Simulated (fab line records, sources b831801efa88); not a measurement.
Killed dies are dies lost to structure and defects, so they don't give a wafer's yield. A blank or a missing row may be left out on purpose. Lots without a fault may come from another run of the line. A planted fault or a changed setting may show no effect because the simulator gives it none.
fab line records | flow sky130
record lots=5 wafers=15 last_day=48
route steps=708 shown VT_ADJUST_LVTN@115 VT_ADJUST_NCORE@119 VT_ADJUST_HVTR@131 VT_ADJUST_PCH@143
lots that met no fault: from a run of the same line without faults
start_h: hours from the record's first day to the start of the lot's first wafer shown | wait_h: hours since the lot's step before | " the same as in the row above | L1.1+2: a row that stands for several wafers | - no value, or no start given | * or withheld: withheld | < > ~ a bound
route shown NAME@n: a module of which the file shows steps, and the number in the route of the first | usual: mean/standard deviation of fault-free wafers | same: alike in all rows | chamber/n: place in a boat | sites: the reading at each site | _std_site: their standard deviation | _edge_site: outer sites' mean less inner sites' | radius_mm: how far each site lies from the wafer's centre | mask NAME#n: copy n | behind: the tool/chamber that last shaped the wafer | hold: why the lot was held/for how many hours/how that ended | device: the transistor (n, p or np) that didn't switch | end of line: the same wafers' tests at the end of the route | a step without rows: its recipe alone | killed: dies lost to structure and defects at the first sort, not the wafer's yield | map: a wafer's dies, x killed, . not, _ none there
set.NAME: the setting as run; set.NAME@STEP: as run at that earlier step | model.NAME: the simulator's own value behind a step, which no gauge read
lots at some steps of the route; a table a step, a row a wafer
services: from which hour (start_h, from the record's first day; less than 0 if before it) a tool's chamber was out of use, for how many hours, and why
## steps
# step SKY_VT_ADJUST_LVTN_OVL_MEAS_18
# usual VT_ADJUST_LVTN_01_OVL=-0.5/1.6
# columns lot.wafer tool chamber start_h wait_h VT_ADJUST_LVTN_01_OVL[nm]
L077.2 overlay-01 - 181.63 0.1 -0.2
L077.4 " - " " -0.7
L077.6 " - " " -1.2
L080.1 overlay-02 - 200.15 0.1 -1.4
L080.2 " - " " -4.6
L080.6 " - " " -2.2
L081.3 overlay-02 - 207.08 0.1 1.6
L081.4 " - " " -0.5
L081.6 " - " " -0.6
L084.3 overlay-02 - 227.86 0.1 -1.0
L084.4 " - " " -0.2
L084.5 " - " " -1.3
L086.1 overlay-01 - 240.07 0.1 -1.4
L086.2 " - " " -2.7
L086.6 " - " " -1.7
# step SKY_VT_ADJUST_LVTN_IMPLANT_19
# recipe species=B energy_kev=30 dose_cm2=6.5e+11 tilt_deg=withheld
# usual faraday_current_uA=3.66/0.074
# columns lot.wafer tool chamber start_h wait_h faraday_current_uA
L077.2 implanter-04 0 181.68 0.0 3.64
L077.4 " 0 " " 3.65
L077.6 " 0 " " 3.62
L080.1 implanter-03 0 200.19 0.0 3.59
L080.2 " 0 " " 3.58
L080.6 " 0 " " 3.60
L081.3 implanter-02 0 207.16 0.1 3.62
L081.4 " 0 " " 3.72
L081.6 " 0 " " 3.58
L084.3 implanter-03 0 227.99 0.1 3.63
L084.4 " 0 " " 3.57
L084.5 " 0 " " 3.63
L086.1 implanter-03 0 240.11 0.0 3.66
L086.2 " 0 " " 3.68
L086.6 " 0 " " 3.59
# step SKY_VT_ADJUST_LVTN_STRIP_20
# recipe chemistry=O2/N2 power_w=1400 pressure_mtorr=1500 platen_temp_c=withheld o2_flow_sccm=3000 n2_flow_sccm=300 overash_fraction=0.5
# usual chamber_pressure_mTorr=1499.9/1.4 drypump_motor_current_A=5.9/0.39 n2_flow_sccm=299.9/0.93 oes_product_au=0.715/0.0045 strip_time_to_endpoint_s=14.18/0.05
# columns lot.wafer tool chamber start_h wait_h chamber_pressure_mTorr drypump_motor_current_A n2_flow_sccm oes_product_au rf_hours_counter_h strip_time_to_endpoint_s
L077.2 plasma_asher-01 0 181.81 0.1 1499.5 5.1 300.1 0.717 49 14.21
L077.4 " 1 " " 1501.4 6.1 299.9 0.716 - 14.19
L077.6 " 0 " " 1500.1 5.1 298.4 0.712 - 14.22
L080.1 plasma_asher-01 0 200.34 0.1 1501.0 5.1 301.1 0.707 51 14.13
L080.2 " 1 " " 1500.8 6.0 299.9 0.709 51 14.14
L080.6 " 1 " " 1498.7 6.0 298.7 0.711 - 14.10
L081.3 plasma_asher-01 1 207.29 0.1 1502.2 6.1 299.6 0.707 - 14.19
L081.4 " 0 " " 1496.3 5.1 298.6 0.708 - 14.21
L081.6 " 1 " " 1499.5 6.1 300.5 0.713 - 14.22
L084.3 plasma_asher-04 1 228.22 0.2 1498.8 6.3 299.5 0.720 - 14.19
L084.4 " 0 " " 1500.3 5.9 302.4 0.711 - 14.19
L084.5 " 1 " " 1500.5 6.3 300.5 0.722 - 14.19
L086.1 plasma_asher-01 1 240.26 0.1 1501.6 6.1 301.2 0.715 55 14.15
L086.2 " 0 " " 1499.7 5.1 300.8 0.722 55 14.16
L086.6 " 0 " " 1499.1 5.1 300.6 0.719 - 14.15
# step SKY_VT_ADJUST_LVTN_TW_MEAS_21
# usual VT_ADJUST_LVTN_2_TW=188.4/0.98
# columns lot.wafer tool chamber start_h wait_h VT_ADJUST_LVTN_2_TW
L077.2 film_metro-02 - 181.92 0.1 186.0
L077.4 " - " " 186.1
L077.6 " - " " 185.6
L080.1 film_metro-04 - 200.44 0.1 188.0
L080.2 " - " " 188.8
L080.6 " - " " 188.2
L081.3 film_metro-04 - 207.38 0.1 188.4
L081.4 " - " " 188.8
L081.6 " - " " 188.1
L084.3 film_metro-04 - 228.31 0.1 188.9
L084.4 " - " " 189.4
L084.5 " - " " 189.6
L086.1 film_metro-02 - 240.36 0.1 187.5
L086.2 " - " " 188.6
L086.6 " - " " 188.2
# step SKY_VT_ADJUST_NCORE_DEHYDRATE_00
# recipe temp_c=200 time_s=60
# usual chill_plate_temp_C=23.02/0.12
# columns lot.wafer tool chamber start_h wait_h chill_plate_temp_C
L077.2 litho_track-01 0 192.70 10.8 22.92
L077.4 " 0 " " 22.80
L077.6 " 0 " " 22.90
L080.1 litho_track-02 0 209.50 9.1 22.97
L080.2 " 0 " " 23.03
L080.6 " 0 " " 22.92
L081.3 litho_track-04 0 218.20 10.8 23.02
L081.4 " 0 " " 22.94
L081.6 " 0 " " 22.93
L084.3 litho_track-01 0 239.03 10.7 23.28
L084.4 " 0 " " 23.05
L084.5 " 0 " " 23.09
L086.1 litho_track-04 0 250.95 10.6 22.87
L086.2 " 0 " " 22.83
L086.6 " 0 " " 22.91
# step SKY_VT_ADJUST_NCORE_HMDS_01
# recipe prime_time_s=60 prime_temp_c=120
# usual chill_plate_temp_C=23.02/0.11
# columns lot.wafer tool chamber start_h wait_h chill_plate_temp_C
L077.2 litho_track-01 0 192.85 0.1 23.03
L077.4 " 0 " " 22.96
L077.6 " 0 " " 22.91
L080.1 litho_track-02 0 209.65 0.1 22.93
L080.2 " 0 " " 23.00
L080.6 " 0 " " 23.03
L081.3 litho_track-04 0 218.35 0.1 22.82
L081.4 " 0 " " 22.70
L081.6 " 0 " " 22.78
L084.3 litho_track-01 0 239.18 0.1 22.94
L084.4 " 0 " " 23.07
L084.5 " 0 " " 23.03
L086.1 litho_track-04 0 251.10 0.1 22.92
L086.2 " 0 " " 22.85
L086.6 " 0 " " 23.10
# step SKY_VT_ADJUST_NCORE_COAT_02
# recipe resist=NOVOLAK spin_rpm=3000 resist_thk_nm=1140
# usual chill_plate_temp_C=23.00/0.11
# columns lot.wafer tool chamber start_h wait_h chill_plate_temp_C
L077.2 litho_track-01 0 193.00 0.1 23.13
L077.4 " 0 " " 23.07
L077.6 " 0 " " 22.98
L080.1 litho_track-02 0 209.80 0.1 23.11
L080.2 " 0 " " 23.01
L080.6 " 0 " " 23.05
L081.3 litho_track-04 0 218.50 0.1 22.83
L081.4 " 0 " " 22.95
L081.6 " 0 " " 22.96
L084.3 litho_track-01 0 239.33 0.1 22.98
L084.4 " 0 " " 23.04
L084.5 " 0 " " 23.13
L086.1 litho_track-04 0 251.25 0.1 23.07
L086.2 " 0 " " 23.04
L086.6 " 0 " " 22.99
# step SKY_VT_ADJUST_NCORE_SOFTBAKE_03
# recipe temp_c=90 time_s=60 resist=NOVOLAK
# usual chill_plate_temp_C=23.01/0.11
# columns lot.wafer tool chamber start_h wait_h chill_plate_temp_C
L077.2 litho_track-01 0 193.15 0.1 22.98
L077.4 " 0 " " 22.87
L077.6 " 0 " " 22.94
L080.1 litho_track-02 0 209.95 0.1 23.06
L080.2 " 0 " " 22.98
L080.6 " 0 " " 22.97
L081.3 litho_track-04 0 218.65 0.1 23.13
L081.4 " 0 " " 23.12
L081.6 " 0 " " 23.20
L084.3 litho_track-01 0 239.48 0.1 22.84
L084.4 " 0 " " 22.97
L084.5 " 0 " " 23.08
L086.1 litho_track-04 0 251.40 0.1 23.29
L086.2 " 0 " " 22.89
L086.6 " 0 " " 22.99
# step SKY_VT_ADJUST_NCORE_EXPOSE_04
# recipe mask_id=LVTN_COMPLEMENT_THIN na=0.6 source_shape=conventional sigma_outer=0.6 polarization=unpolarized target_cd_nm=380 dose_mj=139
# same na=0.6 sigma_outer=0.6
# columns lot.wafer tool chamber start_h wait_h mask
L077.2+4+6 iline_stepper-02 0 - - LVTN_COMPLEMENT_THIN#0
L080.1+2+6 iline_stepper-01 0 - - LVTN_COMPLEMENT_THIN#0
L081.3+4+6 iline_stepper-02 0 - - LVTN_COMPLEMENT_THIN#0
L084.3+4+5 iline_stepper-02 0 - - LVTN_COMPLEMENT_THIN#0
L086.1+2+6 iline_stepper-02 0 - - LVTN_COMPLEMENT_THIN#0
# step SKY_VT_ADJUST_NCORE_PEB_05
# recipe temp_c=withheld time_s=* resist=NOVOLAK
# usual chill_plate_temp_C=*
# columns lot.wafer tool chamber start_h wait_h chill_plate_temp_C
L077.2 litho_track-04 0 - - *
L077.4 " 0 " " *
L077.6 " 0 " " *
L080.1 litho_track-04 0 - - *
L080.2 " 0 " " *
L080.6 " 0 " " *
L081.3 litho_track-01 0 - - *
L081.4 " 0 " " *
L081.6 " 0 " " *
L084.3 litho_track-01 0 - - *
L084.4 " 0 " " *
L084.5 " 0 " " *
L086.1 litho_track-04 0 - - *
L086.2 " 0 " " *
L086.6 " 0 " " *
# step SKY_VT_ADJUST_NCORE_DEVELOP_06
# recipe resist=NOVOLAK developer=TMAH develop_time_s=60 dev_temp_c=23
# usual chill_plate_temp_C=22.96/0.11
# columns lot.wafer tool chamber start_h wait_h chill_plate_temp_C
L077.2 litho_track-04 0 202.72 0.1 23.10
L077.4 " 0 " " 22.99
L077.6 " 0 " " 23.10
L080.1 litho_track-04 0 221.45 0.1 22.94
L080.2 " 0 " " 22.94
L080.6 " 0 " " 22.97
L081.3 litho_track-01 0 229.43 0.1 22.99
L081.4 " 0 " " 22.94
L081.6 " 0 " " 23.07
L084.3 litho_track-01 0 249.78 0.1 23.11
L084.4 " 0 " " 23.13
L084.5 " 0 " " 23.12
L086.1 litho_track-04 0 263.15 0.1 23.11
L086.2 " 0 " " 22.97
L086.6 " 0 " " 23.12
# step SKY_VT_ADJUST_NCORE_CD_MEAS_07
# recipe target_cd_nm=380
# usual cd_nm=379.4/2.2
# columns lot.wafer tool chamber start_h wait_h cd_nm
L077.2 cd_sem-01 - 202.87 0.1 377.8
L077.4 " - " " 380.6
L077.6 " - " " 377.5
L080.1 cd_sem-01 - 221.60 0.1 379.6
L080.2 " - " " 380.6
L080.6 " - " " 378.7
L081.3 cd_sem-01 - 229.57 0.1 375.1
L081.4 " - " " 374.0
L081.6 " - " " 374.0
L084.3 cd_sem-01 - 249.92 0.1 379.4
L084.4 " - " " 379.9
L084.5 " - " " 377.2
L086.1 cd_sem-01 - 263.30 0.1 380.4
L086.2 " - " " 383.5
L086.6 " - " " 381.3
# step SKY_VT_ADJUST_NCORE_OVL_MEAS_08
# usual VT_ADJUST_NCORE_OVL=-1.4/1.5
# columns lot.wafer tool chamber start_h wait_h VT_ADJUST_NCORE_OVL[nm]
L077.2 overlay-01 - 202.97 0.1 0.1
L077.4 " - " " 0.2
L077.6 " - " " -0.1
L080.1 overlay-01 - 221.72 0.1 -2.7
L080.2 " - " " 0.4
L080.6 " - " " -2.6
L081.3 overlay-01 - 229.66 0.1 -1.0
L081.4 " - " " -2.0
L081.6 " - " " -1.8
L084.3 overlay-01 - 250.01 0.1 -1.5
L084.4 " - " " -2.1
L084.5 " - " " -1.9
L086.1 overlay-01 - 263.42 0.1 -1.0
L086.2 " - " " -2.1
L086.6 " - " " -1.3
# step SKY_VT_ADJUST_NCORE_IMPLANT_09
# recipe species=B energy_kev=10 dose_cm2=2.4e+12 tilt_deg=withheld
# usual faraday_current_uA=13.53/0.26
# columns lot.wafer tool chamber start_h wait_h faraday_current_uA
L077.2 implanter-03 0 203.03 0.0 14.10
L077.4 " 0 " " 13.73
L077.6 " 0 " " 13.82
L080.1 implanter-02 0 221.75 0.0 13.71
L080.2 " 0 " " 13.31
L080.6 " 0 " " 13.35
L081.3 implanter-02 0 229.74 0.1 13.85
L081.4 " 0 " " 13.54
L081.6 " 0 " " 13.44
L084.3 implanter-01 0 250.09 0.1 12.98
L084.4 " 0 " " 13.62
L084.5 " 0 " " 13.67
L086.1 implanter-03 0 263.45 0.0 13.67
L086.2 " 0 " " 13.21
L086.6 " 0 " " 13.55
# step SKY_VT_ADJUST_NCORE_STRIP_10
# recipe chemistry=O2/N2 power_w=1400 pressure_mtorr=1500 platen_temp_c=withheld o2_flow_sccm=3000 n2_flow_sccm=300 overash_fraction=0.5
# usual chamber_pressure_mTorr=1500.1/1.5 drypump_motor_current_A=6.0/0.4 n2_flow_sccm=300.0/0.89 oes_product_au=0.716/0.005 strip_time_to_endpoint_s=14.19/0.036
# columns lot.wafer tool chamber start_h wait_h chamber_pressure_mTorr drypump_motor_current_A n2_flow_sccm oes_product_au rf_hours_counter_h strip_time_to_endpoint_s
L077.2 plasma_asher-04 1 203.15 0.1 1499.4 6.3 301.3 0.711 52 14.18
L077.4 " 0 " " 1501.0 5.9 301.3 0.717 - 14.19
L077.6 " 0 " " 1500.0 5.9 300.5 0.719 - 14.21
L080.1 plasma_asher-01 0 221.90 0.1 1501.4 5.1 300.4 0.721 53 14.23
L080.2 " 1 " " 1498.8 6.0 298.9 0.711 53 14.24
L080.6 " 0 " " 1500.5 5.1 300.9 0.713 - 14.23
L081.3 plasma_asher-01 1 229.87 0.1 1501.2 6.1 298.7 0.717 - 14.20
L081.4 " 0 " " 1498.5 5.1 299.4 0.704 - 14.23
L081.6 " 1 " " 1499.1 6.1 299.9 0.718 - 14.19
L084.3 plasma_asher-04 1 250.22 0.1 1499.0 6.3 300.9 0.720 - 14.25
L084.4 " 0 " " 1501.2 5.9 299.5 0.715 - 14.23
L084.5 " 1 " " 1498.2 6.3 300.1 0.719 - 14.26
L086.1 plasma_asher-04 0 263.60 0.1 1500.7 5.9 298.7 0.721 58 14.17
L086.2 " 1 " " 1500.1 6.3 299.8 0.715 58 14.18
L086.6 " 0 " " 1500.6 5.9 298.6 0.718 - 14.18
# step SKY_VT_ADJUST_NCORE_TW_MEAS_11
# usual VT_ADJUST_NCORE_TW=219.3/1.8
# columns lot.wafer tool chamber start_h wait_h VT_ADJUST_NCORE_TW
L077.2 film_metro-04 - 203.26 0.1 219.2
L077.4 " - " " 219.7
L077.6 " - " " 219.7
L080.1 film_metro-04 - 222.00 0.1 220.5
L080.2 " - " " 220.8
L080.6 " - " " 220.6
L081.3 film_metro-01 - 229.96 0.1 215.3
L081.4 " - " " 216.4
L081.6 " - " " 215.0
L084.3 film_metro-03 - 250.31 0.1 221.3
L084.4 " - " " 220.3
L084.5 " - " " 220.6
L086.1 film_metro-04 - 263.70 0.1 220.9
L086.2 " - " " 220.9
L086.6 " - " " 219.7
# step SKY_VT_ADJUST_HVTR_DEHYDRATE_00
# recipe temp_c=200 time_s=60
# usual chill_plate_temp_C=23.01/0.11
# columns lot.wafer tool chamber start_h wait_h chill_plate_temp_C
L077.2 litho_track-01 0 213.50 10.2 22.93
L077.4 " 0 " " 22.93
L077.6 " 0 " " 23.09
L080.1 litho_track-03 0 232.52 10.5 22.97
L080.2 " 0 " " 22.90
L080.6 " 0 " " 23.04
L081.3 litho_track-04 0 240.40 10.4 23.23
L081.4 " 0 " " 23.10
L081.6 " 0 " " 23.16
L084.3 litho_track-04 0 262.10 11.8 23.00
L084.4 " 0 " " 23.13
L084.5 " 0 " " 23.16
L086.1 litho_track-04 0 274.80 11.1 22.98
L086.2 " 0 " " 23.24
L086.6 " 0 " " 22.99
# step SKY_VT_ADJUST_HVTR_HMDS_01
# recipe prime_time_s=60 prime_temp_c=120
# usual chill_plate_temp_C=23.00/0.11
# columns lot.wafer tool chamber start_h wait_h chill_plate_temp_C
L077.2 litho_track-01 0 213.65 0.1 22.95
L077.4 " 0 " " 22.68
L077.6 " 0 " " 22.97
L080.1 litho_track-03 0 232.67 0.1 23.00
L080.2 " 0 " " 23.22
L080.6 " 0 " " 23.08
L081.3 litho_track-04 0 240.55 0.1 22.97
L081.4 " 0 " " 23.09
L081.6 " 0 " " 23.04
L084.3 litho_track-04 0 262.25 0.1 22.87
L084.4 " 0 " " 22.94
L084.5 " 0 " " 23.05
L086.1 litho_track-04 0 274.95 0.1 22.99
L086.2 " 0 " " 22.85
L086.6 " 0 " " 22.88
# step SKY_VT_ADJUST_HVTR_COAT_02
# recipe resist=NOVOLAK spin_rpm=3000 resist_thk_nm=1140
# usual chill_plate_temp_C=22.99/0.11
# columns lot.wafer tool chamber start_h wait_h chill_plate_temp_C
L077.2 litho_track-01 0 213.80 0.1 22.95
L077.4 " 0 " " 22.97
L077.6 " 0 " " 23.11
L080.1 litho_track-03 0 232.82 0.1 23.01
L080.2 " 0 " " 23.11
L080.6 " 0 " " 23.10
L081.3 litho_track-04 0 240.70 0.1 23.07
L081.4 " 0 " " 23.07
L081.6 " 0 " " 23.15
L084.3 litho_track-04 0 262.40 0.1 23.13
L084.4 " 0 " " 23.14
L084.5 " 0 " " 23.08
L086.1 litho_track-04 0 275.10 0.1 23.00
L086.2 " 0 " " 23.12
L086.6 " 0 " " 23.13
# step SKY_VT_ADJUST_HVTR_SOFTBAKE_03
# recipe temp_c=90 time_s=60 resist=NOVOLAK
# usual chill_plate_temp_C=23.00/0.097
# columns lot.wafer tool chamber start_h wait_h chill_plate_temp_C
L077.2 litho_track-01 0 213.95 0.1 23.14
L077.4 " 0 " " 23.02
L077.6 " 0 " " 23.00
L080.1 litho_track-03 0 232.97 0.1 22.89
L080.2 " 0 " " 22.94
L080.6 " 0 " " 22.95
L081.3 litho_track-04 0 240.85 0.1 22.96
L081.4 " 0 " " 22.97
L081.6 " 0 " " 22.99
L084.3 litho_track-04 0 262.55 0.1 23.01
L084.4 " 0 " " 23.07
L084.5 " 0 " " 23.10
L086.1 litho_track-04 0 275.25 0.1 22.90
L086.2 " 0 " " 23.05
L086.6 " 0 " " 23.01
# step SKY_VT_ADJUST_HVTR_EXPOSE_04
# recipe mask_id=HVTRM target_cd_nm=380 na=0.6 source_shape=conventional sigma_outer=0.6 dose_mj=150
# same na=0.6 sigma_outer=0.6
# columns lot.wafer tool chamber start_h wait_h mask
L077.2+4+6 iline_stepper-02 0 - - HVTRM#0
L080.1+2+6 iline_stepper-01 0 - - HVTRM#0
L081.3+4+6 iline_stepper-02 0 - - HVTRM#0
L084.3+4+5 iline_stepper-01 0 - - HVTRM#0
L086.1+2+6 iline_stepper-01 0 - - HVTRM#0
# step SKY_VT_ADJUST_HVTR_PEB_05
# recipe temp_c=withheld time_s=* resist=NOVOLAK
# usual chill_plate_temp_C=*
# columns lot.wafer tool chamber start_h wait_h chill_plate_temp_C
L077.2 litho_track-04 0 - - *
L077.4 " 0 " " *
L077.6 " 0 " " *
L080.1 litho_track-04 0 - - *
L080.2 " 0 " " *
L080.6 " 0 " " *
L081.3 litho_track-04 0 - - *
L081.4 " 0 " " *
L081.6 " 0 " " *
L084.3 litho_track-03 0 - - *
L084.4 " 0 " " *
L084.5 " 0 " " *
L086.1 litho_track-01 0 - - *
L086.2 " 0 " " *
L086.6 " 0 " " *
# step SKY_VT_ADJUST_HVTR_DEVELOP_06
# recipe develop_time_s=60 dev_temp_c=23
# usual chill_plate_temp_C=22.99/0.11
# columns lot.wafer tool chamber start_h wait_h chill_plate_temp_C
L077.2 litho_track-04 0 224.92 0.1 22.79
L077.4 " 0 " " 23.06
L077.6 " 0 " " 23.04
L080.1 litho_track-04 0 244.10 0.1 22.81
L080.2 " 0 " " 22.94
L080.6 " 0 " " 22.94
L081.3 litho_track-04 0 251.75 0.1 22.85
L081.4 " 0 " " 22.99
L081.6 " 0 " " 22.90
L084.3 litho_track-03 0 274.32 0.1 22.93
L084.4 " 0 " " 23.01
L084.5 " 0 " " 22.96
L086.1 litho_track-01 0 287.23 0.1 22.89
L086.2 " 0 " " 22.95
L086.6 " 0 " " 22.94
# step SKY_VT_ADJUST_HVTR_CD_MEAS_07
# recipe target_cd_nm=380
# usual cd_nm=379.7/2.2
# columns lot.wafer tool chamber start_h wait_h cd_nm
L077.2 cd_sem-01 - 225.07 0.1 379.6
L077.4 " - " " 380.7
L077.6 " - " " 380.7
L080.1 cd_sem-02 - 244.25 0.1 378.1
L080.2 " - " " 378.0
L080.6 " - " " 378.1
L081.3 cd_sem-01 - 251.89 0.1 383.2
L081.4 " - " " 380.8
L081.6 " - " " 383.3
L084.3 cd_sem-01 - 274.46 0.1 378.3
L084.4 " - " " 379.4
L084.5 " - " " 378.1
L086.1 cd_sem-02 - 287.38 0.1 383.3
L086.2 " - " " 379.2
L086.6 " - " " 382.3
# step SKY_VT_ADJUST_HVTR_OVL_MEAS_08
# usual VT_ADJUST_HVTR_OVL=-0.2/1.4
# columns lot.wafer tool chamber start_h wait_h VT_ADJUST_HVTR_OVL[nm]
L077.2 overlay-01 - 225.17 0.1 0.2
L077.4 " - " " -1.5
L077.6 " - " " 0.0
L080.1 overlay-02 - 244.37 0.1 0.2
L080.2 " - " " 0.3
L080.6 " - " " 0.0
L081.3 overlay-01 - 251.98 0.1 1.8
L081.4 " - " " 2.1
L081.6 " - " " 0.3
L084.3 overlay-01 - 274.55 0.1 -0.5
L084.4 " - " " -0.2
L084.5 " - " " 0.6
L086.1 overlay-02 - 287.50 0.1 -0.8
L086.2 " - " " -1.1
L086.6 " - " " -0.5
# step SKY_VT_ADJUST_HVTR_IMPLANT_09
# recipe species=B energy_kev=10 dose_cm2=2.1e+12 tilt_deg=withheld
# usual faraday_current_uA=11.82/0.26
# columns lot.wafer tool chamber start_h wait_h faraday_current_uA
L077.2 implanter-01 0 225.23 0.0 11.60
L077.4 " 0 " " 11.74
L077.6 " 0 " " 11.94
L080.1 implanter-04 0 244.40 0.0 11.61
L080.2 " 0 " " 11.54
L080.6 " 0 " " 11.58
L081.3 implanter-01 0 252.05 0.1 11.46
L081.4 " 0 " " 11.91
L081.6 " 0 " " 11.60
L084.3 implanter-02 0 274.63 0.1 11.81
L084.4 " 0 " " 11.87
L084.5 " 0 " " 11.73
L086.1 implanter-01 0 287.54 0.0 12.49
L086.2 " 0 " " 11.68
L086.6 " 0 " " 11.79
# step SKY_VT_ADJUST_HVTR_STRIP_10
# recipe chemistry=O2/N2 power_w=1400 pressure_mtorr=1500 platen_temp_c=withheld o2_flow_sccm=3000 n2_flow_sccm=300 overash_fraction=0.5
# usual chamber_pressure_mTorr=1500.1/1.3 drypump_motor_current_A=5.9/0.41 n2_flow_sccm=299.9/0.89 oes_product_au=0.716/0.0044 strip_time_to_endpoint_s=14.17/0.039
# columns lot.wafer tool chamber start_h wait_h chamber_pressure_mTorr drypump_motor_current_A n2_flow_sccm oes_product_au rf_hours_counter_h strip_time_to_endpoint_s
L077.2 plasma_asher-02 0 225.35 0.1 1500.8 6.0 298.9 0.715 10 14.19
L077.4 " 1 " " 1500.3 6.2 300.0 0.712 - 14.23
L077.6 " 0 " " 1498.6 6.0 299.3 0.707 - 14.19
L080.1 plasma_asher-01 0 244.55 0.1 1499.3 5.2 301.0 0.707 55 14.10
L080.2 " 1 " " 1499.8 6.0 300.0 0.711 55 14.15
L080.6 " 0 " " 1504.5 5.1 301.5 0.726 - 14.10
L081.3 plasma_asher-02 0 252.19 0.1 1497.9 6.0 299.9 0.723 - 14.11
L081.4 " 1 " " 1499.9 6.2 300.6 0.715 - 14.13
L081.6 " 1 " " 1500.2 6.1 298.7 0.721 - 14.12
L084.3 plasma_asher-01 0 274.76 0.1 1499.2 5.1 301.4 0.722 - 14.13
L084.4 " 1 " " 1501.3 6.1 298.8 0.713 - 14.17
L084.5 " 0 " " 1500.2 5.1 299.7 0.717 - 14.13
L086.1 plasma_asher-02 1 287.69 0.1 1498.4 6.1 299.6 0.714 17 14.17
L086.2 " 0 " " 1499.7 6.0 299.3 0.712 17 14.19
L086.6 " 0 " " 1498.0 6.0 299.1 0.717 - 14.19
# step SKY_VT_ADJUST_HVTR_TW_MEAS_11
# usual VT_ADJUST_HVTR_TW=210.2/1.7
# columns lot.wafer tool chamber start_h wait_h VT_ADJUST_HVTR_TW
L077.2 film_metro-04 - 225.48 0.1 212.8
L077.4 " - " " 213.0
L077.6 " - " " 211.5
L080.1 film_metro-02 - 244.65 0.1 211.4
L080.2 " - " " 211.6
L080.6 " - " " 210.5
L081.3 film_metro-02 - 252.27 0.1 211.4
L081.4 " - " " 212.1
L081.6 " - " " 211.3
L084.3 film_metro-02 - 274.85 0.1 210.4
L084.4 " - " " 210.0
L084.5 " - " " 211.3
L086.1 film_metro-02 - 287.79 0.1 211.3
L086.2 " - " " 211.2
L086.6 " - " " 211.4
# step SKY_VT_ADJUST_PCH_DEHYDRATE_00
# recipe temp_c=200 time_s=60
# usual chill_plate_temp_C=23.00/0.11
# columns lot.wafer tool chamber start_h wait_h chill_plate_temp_C
L077.2 litho_track-03 0 236.30 10.8 23.02
L077.4 " 0 " " 23.00
L077.6 " 0 " " 23.11
L080.1 litho_track-02 0 254.95 10.3 22.96
L080.2 " 0 " " 22.99
L080.6 " 0 " " 23.06
L081.3 litho_track-04 0 264.25 12.0 23.00
L081.4 " 0 " " 23.06
L081.6 " 0 " " 22.98
L084.3 litho_track-04 0 286.25 11.4 22.77
L084.4 " 0 " " 22.98
L084.5 " 0 " " 23.04
L086.1 litho_track-02 0 299.20 11.4 22.89
L086.2 " 0 " " 23.03
L086.6 " 0 " " 23.02
# step SKY_VT_ADJUST_PCH_HMDS_01
# recipe prime_time_s=60 prime_temp_c=120
# usual chill_plate_temp_C=23.00/0.11
# columns lot.wafer tool chamber start_h wait_h chill_plate_temp_C
L077.2 litho_track-03 0 236.45 0.1 22.83
L077.4 " 0 " " 22.98
L077.6 " 0 " " 22.91
L080.1 litho_track-02 0 255.10 0.1 23.12
L080.2 " 0 " " 23.10
L080.6 " 0 " " 23.05
L081.3 litho_track-04 0 264.40 0.1 22.93
L081.4 " 0 " " 22.94
L081.6 " 0 " " 23.19
L084.3 litho_track-04 0 286.40 0.1 23.07
L084.4 " 0 " " 22.89
L084.5 " 0 " " 23.09
L086.1 litho_track-02 0 299.35 0.1 23.10
L086.2 " 0 " " 22.86
L086.6 " 0 " " 23.02
# step SKY_VT_ADJUST_PCH_COAT_02
# recipe spin_rpm=2000 resist_thk_nm=3000
# usual chill_plate_temp_C=22.97/0.11
# columns lot.wafer tool chamber start_h wait_h chill_plate_temp_C
L077.2 litho_track-03 0 236.60 0.1 22.95
L077.4 " 0 " " 23.12
L077.6 " 0 " " 22.94
L080.1 litho_track-02 0 255.25 0.1 22.99
L080.2 " 0 " " 23.07
L080.6 " 0 " " 23.11
L081.3 litho_track-04 0 264.55 0.1 22.93
L081.4 " 0 " " 22.89
L081.6 " 0 " " 23.03
L084.3 litho_track-04 0 286.55 0.1 22.90
L084.4 " 0 " " 23.11
L084.5 " 0 " " 23.04
L086.1 litho_track-02 0 299.50 0.1 22.97
L086.2 " 0 " " 22.93
L086.6 " 0 " " 23.05
# step SKY_VT_ADJUST_PCH_SOFTBAKE_03
# recipe temp_c=110 time_s=withheld
# usual chill_plate_temp_C=23.01/0.11
# columns lot.wafer tool chamber start_h wait_h chill_plate_temp_C
L077.2 litho_track-03 0 236.76 0.1 22.88
L077.4 " 0 " " 22.71
L077.6 " 0 " " 22.83
L080.1 litho_track-02 0 255.40 0.1 23.06
L080.2 " 0 " " 22.90
L080.6 " 0 " " 23.15
L081.3 litho_track-04 0 264.71 0.1 23.01
L081.4 " 0 " " 23.09
L081.6 " 0 " " 22.89
L084.3 litho_track-04 0 286.71 0.1 23.07
L084.4 " 0 " " 22.94
L084.5 " 0 " " 22.99
L086.1 litho_track-02 0 299.65 0.1 23.09
L086.2 " 0 " " 23.08
L086.6 " 0 " " 23.17
# step SKY_VT_ADJUST_PCH_EXPOSE_04
# recipe mask_id=NWM na=0.6 source_shape=conventional sigma_outer=0.6 polarization=unpolarized target_cd_nm=840 dose_mj=255
# same na=0.6 sigma_outer=0.6
# columns lot.wafer tool chamber start_h wait_h mask
L077.2+4+6 iline_stepper-02 0 - - NWM#0
L080.1+2+6 iline_stepper-01 0 - - NWM#0
L081.3+4+6 iline_stepper-02 0 - - NWM#0
L084.3+4+5 iline_stepper-02 0 - - NWM#0
L086.1+2+6 iline_stepper-01 0 - - NWM#0
# step SKY_VT_ADJUST_PCH_PEB_05
# recipe temp_c=115 time_s=withheld
# usual chill_plate_temp_C=23.02/0.1
# columns lot.wafer tool chamber start_h wait_h chill_plate_temp_C
L077.2 litho_track-03 0 - - 22.85
L077.4 " 0 " " 22.98
L077.6 " 0 " " 22.97
L080.1 litho_track-02 0 - - 23.04
L080.2 " 0 " " 23.00
L080.6 " 0 " " 23.04
L081.3 litho_track-03 0 - - 23.12
L081.4 " 0 " " 23.09
L081.6 " 0 " " 22.90
L084.3 litho_track-04 0 - - 23.03
L084.4 " 0 " " 23.00
L084.5 " 0 " " 23.00
L086.1 litho_track-02 0 - - 22.97
L086.2 " 0 " " 22.97
L086.6 " 0 " " 23.03
## services
# columns tool chamber start_h hours kind
implanter-01 - 185.80 21.1 pm
implanter-03 - 186.27 0.7 repair
implanter-02 - 198.89 4.9 pm
implanter-01 - 208.38 3.6 pm
implanter-01 - 238.14 1.4 repair
plasma_asher-04 - 240.21 2.1 repair
plasma_asher-04 - 264.11 0.7 repair
iline_stepper-01 - 264.62 1.7 pm
iline_stepper-02 0 305.07 - calibration
plasma_asher-02 - 307.36 22.6 repair
iline_stepper-02 - 309.59 2.1 repair
iline_stepper-01 0 310.52 - calibration
## key
fault none
